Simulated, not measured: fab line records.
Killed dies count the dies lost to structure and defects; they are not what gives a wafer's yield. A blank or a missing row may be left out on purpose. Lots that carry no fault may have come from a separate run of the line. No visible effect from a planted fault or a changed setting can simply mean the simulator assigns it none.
What tool caused it? + flow gf180mcu + 14 lots with 42 wafers sampled at 4 steps, on a route of 602 steps

WHAT THE GAUGES READ, wafer by wafer
GF_V5_CD_MEAS_14 targets a cd of 260 nm.
| lot  | measured     | on        | cd nm (nm)        |
|------|--------------|-----------|-------------------|
| L734 | day 27 04:50 | cd sem-01 | 259.1 260.3 260.2 |
| L737 | day 28 08:46 | cd sem-01 | 259.8 261.3 260.3 |
| L738 | day 28 15:44 | cd sem-02 | 259.4 261.0 259.1 |
| L739 | day 28 22:02 | cd sem-01 | 259.7 258.3 257.8 |
| L740 | day 29 01:51 | cd sem-01 | 262.0 260.9 262.4 |
| L741 | day 29 08:56 | cd sem-01 | 261.7 261.7 261.0 |
| L742 | day 30 00:13 | cd sem-02 | 261.2 262.0 261.7 |
| L744 | day 30 13:20 | cd sem-02 | 261.2 261.4 260.1 |
| L745 | day 30 19:02 | cd sem-02 | 261.1 261.4 260.0 |
| L746 | day 31 14:31 | cd sem-02 | 261.2 261.5 261.3 |
| L750 | day 32 06:47 | cd sem-01 | 261.2 262.4 262.6 |
| L751 | day 32 19:58 | cd sem-01 | 259.9 258.9 260.1 |
| L754 | day 33 02:05 | cd sem-01 | 261.3 260.0 260.3 |
| L753 | day 33 04:31 | cd sem-02 | 260.2 261.1 261.5 |

GF_V5_THK_MEAS_25: measures by xrf.
| lot  | measured     | on            | V5_W_THK (nm) |
|------|--------------|---------------|---------------|
| L734 | day 27 06:06 | film metro-04 | 349 352 351   |
| L737 | day 28 10:00 | film metro-02 | 346 344 345   |
| L738 | day 28 16:55 | film metro-01 | 345 349 346   |
| L739 | day 28 23:14 | film metro-02 | 348 347 347   |
| L740 | day 29 03:07 | film metro-02 | 344 355 342   |
| L741 | day 29 10:09 | film metro-02 | 348 350 349   |
| L742 | day 30 01:25 | film metro-01 | 347 339 352   |
| L744 | day 30 14:31 | film metro-04 | 340 349 337   |
| L745 | day 30 20:15 | film metro-02 | 347 337 346   |
| L746 | day 31 15:41 | film metro-02 | 348 338 336   |
| L750 | day 32 07:59 | film metro-02 | 341 348 337   |
| L751 | day 32 21:07 | film metro-04 | 337 341 349   |
| L754 | day 33 03:16 | film metro-02 | 348 347 349   |
| L753 | day 33 05:43 | film metro-04 | 354 358 361   |

WHAT TOOL EACH LOT RAN ON (gives the tool, then ch and the chambers of the sampled wafers, and finally the start)
| lot  | GF_SALICIDE_SPUTTER_02       | GF_V5_ETCH_17                                 |
|------|------------------------------|-----------------------------------------------|
| L734 | pvd sputter-03, day 15 03:38 | rie diel-01 ch 0,2,3, day 27 06:06 or earlier |
| L737 | pvd sputter-03, day 16 07:20 | rie diel-02 ch 1,2, day 28 10:00 or earlier   |
| L738 | pvd sputter-02, day 16 15:54 | rie diel-01 ch 0,1,2, day 28 16:55 or earlier |
| L739 | pvd sputter-01, day 16 23:08 | rie diel-02 ch 2,3, day 28 23:14 or earlier   |
| L740 | pvd sputter-01, day 17 05:26 | rie diel-01 ch 0,1, day 29 03:07 or earlier   |
| L741 | pvd sputter-01, day 17 15:05 | rie diel-04 ch 2,3, day 29 10:09 or earlier   |
| L742 | pvd sputter-02, day 18 01:07 | rie diel-02 ch 1,2,3, day 30 01:25 or earlier |
| L744 | pvd sputter-03, day 19 01:23 | rie diel-04 ch 1,2, day 30 14:31 or earlier   |
| L745 | pvd sputter-03, day 19 10:04 | rie diel-02 ch 0,1,3, day 30 20:15 or earlier |
| L746 | pvd sputter-03, day 20 11:52 | rie diel-04 ch 1,2, day 31 15:41 or earlier   |
| L750 | pvd sputter-01, day 21 12:18 | rie diel-02 ch 1,2,3, day 32 07:59 or earlier |
| L751 | pvd sputter-01, day 22 04:23 | rie diel-02 ch 1,2,3, day 32 21:07 or earlier |
| L754 | pvd sputter-02, day 22 10:14 | rie diel-04 ch 0,2, day 33 03:16 or earlier   |
| L753 | pvd sputter-01, day 22 13:19 | rie diel-01 ch 0,2, day 33 05:43 or earlier   |
- GF_SALICIDE_SPUTTER_02: material Co, target thk 10 nm, time 20 s.
- GF_V5_ETCH_17: etches SiO2 in C4F8/O2/Ar, stops on TiN, target depth 855 nm.

AS READ BY THE TOOLS THEMSELVES (means over the sampled wafers that have a number; for cases with no such wafer, the mark the record gives instead)
GF_SALICIDE_SPUTTER_02.
| lot  | tool           | throttle valve pct (%) |
|------|----------------|------------------------|
| L734 | pvd sputter-03 | 31.9                   |
| L737 | pvd sputter-03 | 31.5                   |
| L738 | pvd sputter-02 | 30.9                   |
| L739 | pvd sputter-01 | 29.7                   |
| L740 | pvd sputter-01 | 30.0                   |
| L741 | pvd sputter-01 | 29.5                   |
| L742 | pvd sputter-02 | 30.9                   |
| L744 | pvd sputter-03 | 31.5                   |
| L745 | pvd sputter-03 | 30.8                   |
| L746 | pvd sputter-03 | 31.6                   |
| L750 | pvd sputter-01 | 30.0                   |
| L751 | pvd sputter-01 | 29.6                   |
| L754 | pvd sputter-02 | 30.9                   |
| L753 | pvd sputter-01 | 30.1                   |

GF_V5_ETCH_17.
| lot  | tool        | oes product au (a.u.) |
|------|-------------|-----------------------|
| L734 | rie diel-01 | 0.857                 |
| L737 | rie diel-02 | 0.851                 |
| L738 | rie diel-01 | 0.857                 |
| L739 | rie diel-02 | 0.863                 |
| L740 | rie diel-01 | 0.855                 |
| L741 | rie diel-04 | 0.859                 |
| L742 | rie diel-02 | 0.860                 |
| L744 | rie diel-04 | 0.857                 |
| L745 | rie diel-02 | 0.859                 |
| L746 | rie diel-04 | 0.861                 |
| L750 | rie diel-02 | 0.858                 |
| L751 | rie diel-02 | 0.856                 |
| L754 | rie diel-04 | 0.858                 |
| L753 | rie diel-01 | 0.858                 |

THE ANSWER, worked out from the rows above alone
Rule: the lots themselves supply what counts as usual. The widest of any qualifying gaps counts: lots, ordered by their means at a reading, are off when they make up no more than a third of the lots, leave a main group of 4 or more, and stand apart from it by 3 or more times the standard deviation of that group's means. Not used: any main group whose means are identical at the precision the tables above print for the reading. A lot without any number at a reading at which 4 lots or more have one is off too. All remaining lots with rows at the step are treated as sound. Order of review: gauges by route order, followed by the tools' own readings, for which a lot's mean as printed above is used. The first step at which some lot is off is used, and at that step the reading that is off furthest; a lot without a number counts as furthest.
Nothing can be told from this: no lot is off at any reading shown.

WHAT WAS PUT IN BY THE SIMULATOR
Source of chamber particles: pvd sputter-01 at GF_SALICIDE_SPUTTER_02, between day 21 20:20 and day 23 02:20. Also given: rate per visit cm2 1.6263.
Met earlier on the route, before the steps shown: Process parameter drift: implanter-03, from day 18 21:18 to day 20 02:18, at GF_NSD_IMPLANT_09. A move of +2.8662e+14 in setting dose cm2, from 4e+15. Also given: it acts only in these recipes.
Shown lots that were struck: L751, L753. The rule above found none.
